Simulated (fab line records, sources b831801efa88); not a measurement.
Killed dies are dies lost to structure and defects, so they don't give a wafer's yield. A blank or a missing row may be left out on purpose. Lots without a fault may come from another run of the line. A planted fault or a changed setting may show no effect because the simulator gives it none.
One fault seen from 2 desks | flow sfq_line | each desk has only its own numbers; what lay behind them comes last

THE METROLOGY DESK
What the gauges read, lot by lot, whatever tool the lot ran on: means of the sampled wafers that have a number. A lot is out of limits, marked OUT, if its mean lies more than 4 standard deviations from the usual mean; the brackets give that distance.
Columns: A = R5_MONX_RS at SFQ_R5_RS_MEAS_933, usual 7.05 ohm/sq; B = C5_OVL at SFQ_C5_OVL_MEAS_937, usual -2 nm; C = M6_NB_RS at SFQ_M6_RS_MEAS_938, usual 0.887 ohm/sq
lot  | first seen here | A    | B  | C
L569 | day 58 11:11    | 6.99 | -2 | 0.889
L571 | day 58 17:56    | 7.11 | -4 | 0.878
L573 | day 62 01:29    | 6.98 | 7  | 0.869
L574 | day 62 07:29    | 7.12 | -5 | 0.889
L576 | day 63 01:33    | 7.09 | 8  | 0.895
L577 | day 63 04:29    | 7.09 | -9 | 0.885
L578 | day 63 07:31    | 7.07 | -2 | 0.898
L581 | day 63 19:32    | 7.15 | -1 | 0.897
L585 | day 65 06:03    | 6.96 | 0  | 0.789 (-12) OUT
L586 | day 65 16:17    | 6.98 | 0  | 0.889
L587 | day 66 00:15    | 7.05 | -2 | 0.818 (-8.7) OUT
L588 | day 66 03:16    | 6.98 | 1  | 0.884
L589 | day 66 04:17    | 7.05 | 5  | 0.877
L590 | day 66 07:20    | 7.09 | -1 | 0.884
This desk's finding: out of limits on L585, L587; first on L585, day 71 21:26 (M6_NB_RS at SFQ_M6_RS_MEAS_938). In limits: L569, L571, L573, L574, L576, L577, L578, L581, L586, L588, L589, L590.

THE TOOL OWNER'S DESK: pvd_sputter-05
The tool's own readings at SFQ_TRILAYER_M6_DEP_SPUTTER_157 (material Nb, target thk 200 nm, time 133.3 s): means of the sampled wafers that have a number, for each lot that ran on this tool. A lot is out of limits, marked OUT, if its mean lies more than 4 standard deviations from the usual mean; the brackets give that distance.
Columns: A = throttle_valve_pct at SFQ_TRILAYER_M6_DEP_SPUTTER_157, usual 30.0 %
lot  | first seen here | A
L569 | day 59 02:06    | 31.0
L574 | day 68 20:27    | 29.4
L576 | day 69 10:51    | 30.5
L585 | day 71 21:16    | 31.5
L587 | day 72 03:16    | 28.3
L588 | day 72 04:28    | 31.5
This desk's finding: nothing out of limits on any of the 6 lots.

PUT TOGETHER
The metrology desk could have raised an alarm at day 71 21:26, on L585, L587.
The tool owner's desk saw nothing out of limits.
The tool owner's desk has L585, L587 on record, within its limits.
Of the lots named, all ran SFQ_TRILAYER_M6_DEP_SPUTTER_157 on pvd_sputter-05.

WHAT THE SIMULATOR HAD PUT IN
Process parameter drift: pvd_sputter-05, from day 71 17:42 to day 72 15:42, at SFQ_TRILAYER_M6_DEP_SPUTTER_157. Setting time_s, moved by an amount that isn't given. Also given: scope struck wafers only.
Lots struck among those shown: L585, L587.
Hours from the fault's start to each desk's first reading out of limits: the metrology desk, 4.
